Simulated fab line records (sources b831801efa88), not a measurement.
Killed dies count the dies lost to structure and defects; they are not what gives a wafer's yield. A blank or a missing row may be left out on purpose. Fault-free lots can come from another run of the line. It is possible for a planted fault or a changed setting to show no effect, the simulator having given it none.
8D (eight disciplines) problem report, filled in by code ; flow sky130 ; the parts of the form that need people (team, actions taken, sign-off) are left out

== 1. PROBLEM STATEMENT ==
At SKY_GATE_OXIDE_IMPLANT_11, dose_ions_cm2 averages 2.8242e+12 over 6 wafers from 2 lots, while fault-free wafers read 2.5995e+12, standard deviation 2.9e+09. That puts it +77 standard deviations away from the usual mean.
First observed at day 18 21:21: wafer L211.2, on implanter-01. At this step, 18 wafers from 6 lots have a number in the record. Rule for "out", or "out of limits": more than 4 standard deviations from the usual mean. The other wafers with a number count as sound.

== 2. WHAT THIS IS AND IS NOT ==
question;is;is not
which readings at this step;dose_ions_cm2;-
which lots;L211, L212;L202, L203, L214, L218
which wafers of those lots;all that have a number;-
read on which tools;implanter-01;implanter-02, implanter-03
when;from day 18 21:21;"up to then (6 sound wafers); but 6 sound wafers of L214, L218 came after"

== 3. THE SUSPECTS, EACH WITH WHAT RULES IT OUT ==
Counting: a tool at a process step up to the reading stays a suspect if it ran every lot that is out and no sound lot after the first of them.
- litho_track-01 at SKY_GATE_OXIDE_SOFTBAKE_06 (time 61.92 s): ruled out as a lasting fault. Following L211 (day 18 06:16), the first lot on it that is out, the sound lots L214, L218 were run on it.
- implanter-01 at SKY_GATE_OXIDE_IMPLANT_11: kept. It ran every lot that is out, first L211 (day 18 21:21), and no sound lot after that; its last sound lot up to then is L202 (day 15 20:29). Its own readings are out on those wafers: dose_ions_cm2.
Remaining after the count: implanter-01 at SKY_GATE_OXIDE_IMPLANT_11.

== 4. THE CAUSE (what the simulator had put in) ==
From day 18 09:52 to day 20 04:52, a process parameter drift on implanter-01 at SKY_GATE_OXIDE_IMPLANT_11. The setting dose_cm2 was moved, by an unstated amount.
The count eliminated every tool but this one.

== 5. SEQUENCE OF EFFECTS, ordered by route ==
Each row: a reading whose mean over the struck wafers that have a number lies more than 3 standard deviations from the usual. Only readings whose record carries a usual standard deviation are examined. hours: median over the lots of the time between each lot's start at the first step of this table that gives one and its start at this step. sigmas: the change, counted in usual standard deviations.
hours;step;reading;usual;on struck wafers;change;sigmas
0;SKY_GATE_OXIDE_IMPLANT_11;dose_ions_cm2;2.5995e+12;2.8242e+12;+2.2470e+11;+77
0;SKY_GATE_OXIDE_IMPLANT_11;faraday_current_uA;14.64;15.84;+1.20;+4.6
Process steps it contains:
- SKY_GATE_OXIDE_IMPLANT_11

== 6. HOW IT WOULD HAVE BEEN CAUGHT EARLIER ==
In this record no reading fell out of limits until day 18 21:21, 11 hours after the fault had begun at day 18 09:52.
